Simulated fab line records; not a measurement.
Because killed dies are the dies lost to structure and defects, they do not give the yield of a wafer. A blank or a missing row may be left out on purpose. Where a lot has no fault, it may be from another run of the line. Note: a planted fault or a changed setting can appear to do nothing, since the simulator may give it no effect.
fab line records ; flow sky130
record lots=11; wafers=33; last_day=50
route steps=708 shown POLY_GATE@236 LDD_P@263 SPACER@306 POLY_CUT@318 RES_XHIGH@340
lots that met no fault: from a run of the same line without faults
start_h: hours from the record's opening day to when the first of the lot's shown wafers began ; wait_h: hours elapsed since this lot's preceding step ; " identical to the entry in the row above ; L1.1+2: a row that stands for several wafers ; - either no value or no given start ; * or withheld: withheld ; < > ~ a bound
route shown NAME@n: names a module that has steps shown in the file, with the first one's number in the route ; usual: mean and standard deviation over wafers with no fault ; same: alike in all rows ; chamber/n: place in a boat ; sites: the reading at each site ; _std_site: how widely they spread, as a standard deviation ; _edge_site: outer sites' mean less inner sites' ; radius_mm: how far each site lies from the wafer's centre ; mask NAME#n: copy n ; behind: the tool/chamber that last shaped the wafer ; hold: reason for holding the lot/hours on hold/outcome of the hold ; device: which transistor (n, p or np) failed to switch ; end of line: tests run on the same wafers once the route is complete ; for a step that has no rows: nothing shown but its recipe ; killed: count of dies lost to structure and defects at first sort (not the wafer's yield) ; map: the dies of a wafer, with x for killed, . for not killed, _ for no die there
set.NAME: the run value of the setting; set.NAME@STEP: its run value at that earlier step ; model.NAME: the simulator's own value behind a step, which no gauge read
a sample of lots followed through the steps of the route, with each step as a table and each wafer as a row
services: the hour from which a tool's chamber was out of use, counted from the record's first day as start_h (under 0 if before that day), plus the number of hours and why
## steps
# step SKY_POLY_GATE_CD_MEAS_22
# usual cd_nm=149.3/1.8
lot.wafer;tool;chamber;start_h;wait_h;cd_nm
L360.1;cd_sem-01;-;370.66;0.1;150.1
L360.3;cd_sem-01;-;370.66;0.1;150.7
L360.4;cd_sem-01;-;370.66;0.1;149.0
L361.4;cd_sem-02;-;377.75;0.1;147.9
L361.5;cd_sem-02;-;377.75;0.1;147.8
L361.6;cd_sem-02;-;377.75;0.1;149.7
L366.1;cd_sem-01;-;427.46;0.1;149.9
L366.3;cd_sem-01;-;427.46;0.1;145.6
L366.4;cd_sem-01;-;427.46;0.1;146.7
L372.2;cd_sem-02;-;474.50;0.1;149.3
L372.4;cd_sem-02;-;474.50;0.1;146.8
L372.5;cd_sem-02;-;474.50;0.1;147.7
L373.1;cd_sem-02;-;489.93;0.1;149.2
L373.3;cd_sem-02;-;489.93;0.1;148.6
L373.5;cd_sem-02;-;489.93;0.1;147.3
L374.3;cd_sem-02;-;500.06;0.1;151.0
L374.4;cd_sem-02;-;500.06;0.1;150.9
L374.5;cd_sem-02;-;500.06;0.1;152.1
L375.1;cd_sem-01;-;513.98;0.1;148.3
L375.2;cd_sem-01;-;513.98;0.1;147.7
L375.4;cd_sem-01;-;513.98;0.1;150.1
L376.2;cd_sem-02;-;516.51;0.1;148.8
L376.3;cd_sem-02;-;516.51;0.1;152.2
L376.6;cd_sem-02;-;516.51;0.1;149.9
L380.1;cd_sem-02;-;543.79;0.1;148.4
L380.5;cd_sem-02;-;543.79;0.1;148.7
L380.6;cd_sem-02;-;543.79;0.1;149.7
L381.1;cd_sem-02;-;547.37;0.1;150.2
L381.3;cd_sem-02;-;547.37;0.1;151.0
L381.4;cd_sem-02;-;547.37;0.1;154.0
L383.2;cd_sem-02;-;576.94;0.1;144.0
L383.4;cd_sem-02;-;576.94;0.1;148.6
L383.6;cd_sem-02;-;576.94;0.1;149.8
# step SKY_LDD_P_OVL_MEAS_08
# usual LDD_P_OVL=0.6/1.1
lot.wafer;tool;chamber;start_h;wait_h;LDD_P_OVL[nm]
L360.1;overlay-01;-;429.13;0.1;-0.5
L360.3;overlay-01;-;429.13;0.1;-0.9
L360.4;overlay-01;-;429.13;0.1;-0.1
L361.4;overlay-01;-;436.82;0.1;-1.3
L361.5;overlay-01;-;436.82;0.1;0.2
L361.6;overlay-01;-;436.82;0.1;-1.0
L366.1;overlay-02;-;491.32;0.1;1.2
L366.3;overlay-02;-;491.32;0.1;0.8
L366.4;overlay-02;-;491.32;0.1;1.5
L372.2;overlay-01;-;536.91;0.1;0.5
L372.4;overlay-01;-;536.91;0.1;2.2
L372.5;overlay-01;-;536.91;0.1;1.8
L373.1;overlay-01;-;551.25;0.1;-0.1
L373.3;overlay-01;-;551.25;0.1;1.8
L373.5;overlay-01;-;551.25;0.1;1.1
L374.3;overlay-01;-;561.58;0.1;1.8
L374.4;overlay-01;-;561.58;0.1;0.6
L374.5;overlay-01;-;561.58;0.1;0.5
L375.1;overlay-01;-;574.78;0.1;1.6
L375.2;overlay-01;-;574.78;0.1;1.7
L375.4;overlay-01;-;574.78;0.1;1.2
L376.2;overlay-02;-;577.54;0.1;1.5
L376.3;overlay-02;-;577.54;0.1;-0.5
L376.6;overlay-02;-;577.54;0.1;2.7
L380.1;overlay-02;-;602.55;0.1;-0.1
L380.5;overlay-02;-;602.55;0.1;1.1
L380.6;overlay-02;-;602.55;0.1;1.3
L381.1;overlay-02;-;606.80;0.1;0.0
L381.3;overlay-02;-;606.80;0.1;2.3
L381.4;overlay-02;-;606.80;0.1;0.7
L383.2;overlay-02;-;636.66;0.1;1.7
L383.4;overlay-02;-;636.66;0.1;-1.5
L383.6;overlay-02;-;636.66;0.1;1.3
# step SKY_SPACER_ETCHBACK_02
# recipe chemistry=CH3F/O2; target=Si3N4; stop_on=SiO2; source_w=400; bias_w=80; pressure_mtorr=25; ch3f_flow_sccm=40; O2_flow_sccm=30; time_s=46.7; target_depth_a=450
# usual drypump_motor_current_A=5.6/0.5; oes_product_au=0.853/0.0065; throttle_valve_pct=10.562/0.009
# same time_s=46.7
lot.wafer;tool;chamber;start_h;wait_h;drypump_motor_current_A;oes_product_au;rf_hours_counter_h;throttle_valve_pct
L360.1;rie_diel-01;2;524.77;0.1;4.9;0.846;3;10.562
L360.3;rie_diel-01;0;524.77;0.1;5.7;0.860;26;10.574
L360.4;rie_diel-01;3;524.77;0.1;5.7;0.855;-;10.568
L361.4;rie_diel-01;0;530.75;0.0;5.7;0.861;26;10.553
L361.5;rie_diel-01;2;530.75;0.0;4.9;0.857;-;10.570
L361.6;rie_diel-01;3;530.75;0.0;5.7;0.855;-;10.563
L366.1;rie_diel-03;3;583.23;0.1;5.8;0.865;15;10.554
L366.3;rie_diel-03;0;583.23;0.1;5.1;0.854;7;10.586
L366.4;rie_diel-03;2;583.23;0.1;6.3;0.859;-;10.554
L372.2;rie_diel-03;0;629.39;0.0;5.1;0.845;9;10.553
L372.4;rie_diel-03;1;629.39;0.0;6.5;0.850;1;10.564
L372.5;rie_diel-03;2;629.39;0.0;6.2;0.856;-;10.566
L373.1;rie_diel-01;1;643.96;0.1;5.1;0.845;4;10.556
L373.3;rie_diel-01;3;643.96;0.1;5.7;0.847;4;10.561
L373.5;rie_diel-01;3;643.96;0.1;5.7;0.847;-;10.568
L374.3;rie_diel-02;1;652.27;0.0;6.2;0.861;13;10.562
L374.4;rie_diel-02;0;652.27;0.0;5.3;0.863;-;10.567
L374.5;rie_diel-02;2;652.27;0.0;5.8;0.854;-;10.548
L375.1;rie_diel-01;2;662.88;0.1;4.8;0.847;5;10.568
L375.2;rie_diel-01;3;662.88;0.1;5.7;0.847;4;10.573
L375.4;rie_diel-01;1;662.88;0.1;5.1;0.850;4;10.563
L376.2;rie_diel-02;3;667.76;0.0;5.8;0.862;14;10.555
L376.3;rie_diel-02;1;667.76;0.0;6.2;0.868;13;10.569
L376.6;rie_diel-02;1;667.76;0.0;6.2;0.858;-;10.557
L380.1;rie_diel-01;1;689.30;0.1;5.2;0.859;5;10.559
L380.5;rie_diel-01;1;689.30;0.1;5.2;0.854;-;10.565
L380.6;rie_diel-01;2;689.30;0.1;4.9;0.845;-;10.555
L381.1;rie_diel-03;3;695.27;0.1;5.9;0.856;17;10.574
L381.3;rie_diel-03;2;695.27;0.1;6.2;0.860;3;10.575
L381.4;rie_diel-03;0;695.27;0.1;5.1;0.863;10;10.564
L383.2;rie_diel-01;2;725.00;0.0;4.9;0.851;6;10.565
L383.4;rie_diel-01;1;725.00;0.0;5.2;0.852;6;10.553
L383.6;rie_diel-01;0;725.00;0.0;5.7;0.844;-;10.555
# step SKY_POLY_CUT_ETCH_11
# recipe target=Si3N4; chemistry=CF4/CH2F2/Ar; stop_on=poly-Si; source_w=600; bias_w=150; pressure_mtorr=40; cf4_flow_sccm=40; ch2f2_flow_sccm=20; Ar_flow_sccm=150; time_s=42.5; target_depth_a=600
# usual drypump_motor_current_A=5.7/0.53; oes_product_au=0.828/0.0066; throttle_valve_pct=14.995/0.01
# same time_s=42.5
lot.wafer;tool;chamber;start_h;wait_h;drypump_motor_current_A;oes_product_au;rf_hours_counter_h;throttle_valve_pct
L360.1;rie_diel-03;0;554.93;0.0;5.1;0.826;7;15.002
L360.3;rie_diel-03;1;554.93;0.0;6.5;0.825;82;15.005
L360.4;rie_diel-03;3;554.93;0.0;5.8;0.822;-;15.005
L361.4;rie_diel-04;1;561.16;0.0;5.6;0.825;22;15.010
L361.5;rie_diel-04;3;561.16;0.0;5.6;0.816;-;14.969
L361.6;rie_diel-04;0;561.16;0.0;6.7;0.823;-;14.997
L366.1;rie_diel-03;2;612.16;0.0;6.2;0.837;1;14.990
L366.3;rie_diel-03;1;612.16;0.0;6.5;0.841;0;14.993
L366.4;rie_diel-03;0;612.16;0.0;5.1;0.831;8;15.013
L372.2;rie_diel-03;1;657.97;0.0;6.5;0.832;1;15.000
L372.4;rie_diel-03;3;657.97;0.0;5.8;0.782;16;14.985
L372.5;rie_diel-03;0;657.97;0.0;5.1;0.846;-;14.980
L373.1;rie_diel-03;1;672.91;0.0;6.5;0.826;2;15.000
L373.3;rie_diel-03;2;672.91;0.0;6.3;0.825;2;15.013
L373.5;rie_diel-03;3;672.91;0.0;5.8;0.828;-;14.980
L374.3;rie_diel-01;1;680.86;0.0;5.1;0.818;5;15.004
L374.4;rie_diel-01;0;680.86;0.0;5.7;0.825;28;14.976
L374.5;rie_diel-01;3;680.86;0.0;5.7;0.815;-;14.995
L375.1;rie_diel-03;2;691.13;0.0;6.2;0.828;3;15.015
L375.2;rie_diel-03;3;691.13;0.0;5.9;0.831;17;15.008
L375.4;rie_diel-03;1;691.13;0.0;6.5;0.836;2;14.998
L376.2;rie_diel-01;0;696.36;0.0;5.7;0.824;29;15.000
L376.3;rie_diel-01;3;696.36;0.0;5.7;0.835;5;15.004
L376.6;rie_diel-01;2;696.36;0.0;4.9;0.832;-;14.990
L380.1;rie_diel-01;2;716.60;0.0;4.9;0.826;6;14.998
L380.5;rie_diel-01;3;716.60;0.0;5.7;0.819;-;15.006
L380.6;rie_diel-01;2;716.60;0.0;4.9;0.811;-;15.004
L381.1;rie_diel-01;3;723.21;0.0;5.7;0.825;5;14.996
L381.3;rie_diel-01;0;723.21;0.0;5.7;0.830;29;14.997
L381.4;rie_diel-01;1;723.21;0.0;5.2;0.819;6;14.982
L383.2;rie_diel-03;1;752.85;0.0;6.4;0.821;4;14.978
L383.4;rie_diel-03;3;752.85;0.0;5.8;0.828;19;15.001
L383.6;rie_diel-03;2;752.85;0.0;6.2;0.821;-;14.990
# step SKY_RES_XHIGH_STRIP_08
# recipe chemistry=O2/N2; power_w=1400; pressure_mtorr=1500; platen_temp_c=withheld; o2_flow_sccm=3000; n2_flow_sccm=300; overash_fraction=0.5
# usual drypump_motor_current_A=5.6/0.46; n2_flow_sccm=300.0/0.94; oes_product_au=0.711/0.0044; strip_time_to_endpoint_s=14.27/0.037
lot.wafer;tool;chamber;start_h;wait_h;drypump_motor_current_A;n2_flow_sccm;oes_product_au;rf_hours_counter_h;strip_time_to_endpoint_s
L360.1;plasma_asher-03;1;613.15;0.1;5.5;301.7;0.712;51;14.30
L360.3;plasma_asher-03;1;613.15;0.1;5.5;300.3;0.718;-;14.26
L360.4;plasma_asher-03;0;613.15;0.1;5.7;300.4;0.706;-;14.26
L361.4;plasma_asher-03;0;617.88;0.1;5.7;300.7;0.707;-;14.27
L361.5;plasma_asher-03;0;617.88;0.1;5.7;299.4;0.709;-;14.33
L361.6;plasma_asher-03;1;617.88;0.1;5.5;300.7;0.703;-;14.34
L366.1;plasma_asher-03;1;669.20;0.1;5.5;298.9;0.707;57;14.30
L366.3;plasma_asher-03;0;669.20;0.1;5.8;299.1;0.711;-;14.30
L366.4;plasma_asher-03;1;669.20;0.1;5.5;299.3;0.709;-;14.28
L372.2;plasma_asher-03;0;714.78;0.1;5.7;300.1;0.717;61;14.22
L372.4;plasma_asher-03;0;714.78;0.1;5.7;299.4;0.710;-;14.22
L372.5;plasma_asher-03;1;714.78;0.1;5.4;301.7;0.714;-;14.23
L373.1;plasma_asher-01;0;729.05;0.1;4.8;300.4;0.716;103;14.29
L373.3;plasma_asher-01;1;729.05;0.1;6.2;300.0;0.707;-;14.33
L373.5;plasma_asher-01;1;729.05;0.1;6.2;300.2;0.707;-;14.28
L374.3;plasma_asher-02;0;737.17;0.1;5.6;300.1;0.713;-;14.22
L374.4;plasma_asher-02;1;737.17;0.1;5.8;301.2;0.706;-;14.24
L374.5;plasma_asher-02;1;737.17;0.1;5.8;300.8;0.717;-;14.27
L375.1;plasma_asher-01;1;746.45;0.1;6.2;299.0;0.712;0;14.21
L375.2;plasma_asher-01;0;746.45;0.1;4.8;300.0;0.704;0;14.25
L375.4;plasma_asher-01;1;746.45;0.1;6.2;299.2;0.705;-;14.22
L376.2;plasma_asher-03;0;752.38;0.1;5.8;298.9;0.713;66;14.24
L376.3;plasma_asher-03;1;752.38;0.1;5.5;300.8;0.712;-;14.27
L376.6;plasma_asher-03;0;752.38;0.1;5.8;299.6;0.721;-;14.29
L380.1;plasma_asher-03;0;771.35;0.1;5.8;300.5;0.706;68;14.24
L380.5;plasma_asher-03;1;771.35;0.1;5.5;300.3;0.717;-;14.22
L380.6;plasma_asher-03;0;771.35;0.1;5.8;301.6;0.705;-;14.25
L381.1;plasma_asher-03;1;778.08;0.1;5.5;300.3;0.712;68;14.26
L381.3;plasma_asher-03;0;778.08;0.1;5.7;299.7;0.717;-;14.26
L381.4;plasma_asher-03;1;778.08;0.1;5.5;299.7;0.711;-;14.27
L383.2;plasma_asher-01;1;807.34;0.1;6.3;299.0;0.714;6;14.23
L383.4;plasma_asher-01;1;807.34;0.1;6.2;299.2;0.725;-;14.30
L383.6;plasma_asher-01;1;807.34;0.1;6.2;299.9;0.712;-;14.24
## services
tool;chamber;start_h;hours;kind
rie_diel-01;-;500.85;4.0;pm
rie_diel-01;3;507.38;4.6;repair
rie_diel-01;1;509.17;15.9;repair
plasma_asher-02;-;509.61;1.2;repair
rie_diel-01;-;536.35;0.3;repair
plasma_asher-01;-;537.11;3.8;repair
rie_diel-02;1;554.55;5.6;repair
rie_diel-02;2;558.28;29.6;repair
rie_diel-02;3;582.02;4.6;repair
rie_diel-01;1;584.90;7.7;repair
rie_diel-02;0;619.15;3.8;repair
rie_diel-01;2;626.75;2.4;repair
plasma_asher-01;-;631.24;1.1;repair
rie_diel-01;2;641.39;2.8;repair
rie_diel-02;3;649.46;9.8;repair
rie_diel-02;0;712.09;8.6;repair
rie_diel-03;-;714.21;1.3;repair
rie_diel-03;1;730.78;5.8;repair
plasma_asher-01;-;733.75;9.0;pm
plasma_asher-01;-;782.45;0.7;repair
rie_diel-01;2;788.99;5.4;repair
plasma_asher-03;-;794.89;1.0;repair
rie_diel-02;2;801.76;8.7;repair
rie_diel-02;1;807.08;19.8;repair
## key
first_sign step=SKY_POLY_CUT_ETCH_11; reading=oes_product_au; direction=down; sigmas=7; usual=0.828; struck=0.782
effect none on later readings
met_at SKY_SPACER_ETCHBACK_02
struck_lots L372
struck_wafers L372.4
tester_left_out L372
not_acting_at SKY_POLY_GATE_CD_MEAS_22,SKY_LDD_P_OVL_MEAS_08,SKY_RES_XHIGH_STRIP_08
fault kind=process_parameter_drift; tool=rie_diel-03; chamber=1; onset_h=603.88; steps=SKY_SPACER_ETCHBACK_02; channel=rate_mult; offset=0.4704; shape=step; end_h=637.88
# tester_left_out: of these lots the tester's yield and bins aren't shown, on N5 and GAA mostly nor the transistor test; their killed dies are dies lost to structure and defects alone, not to doping, threshold or leakage, so they don't give the yield
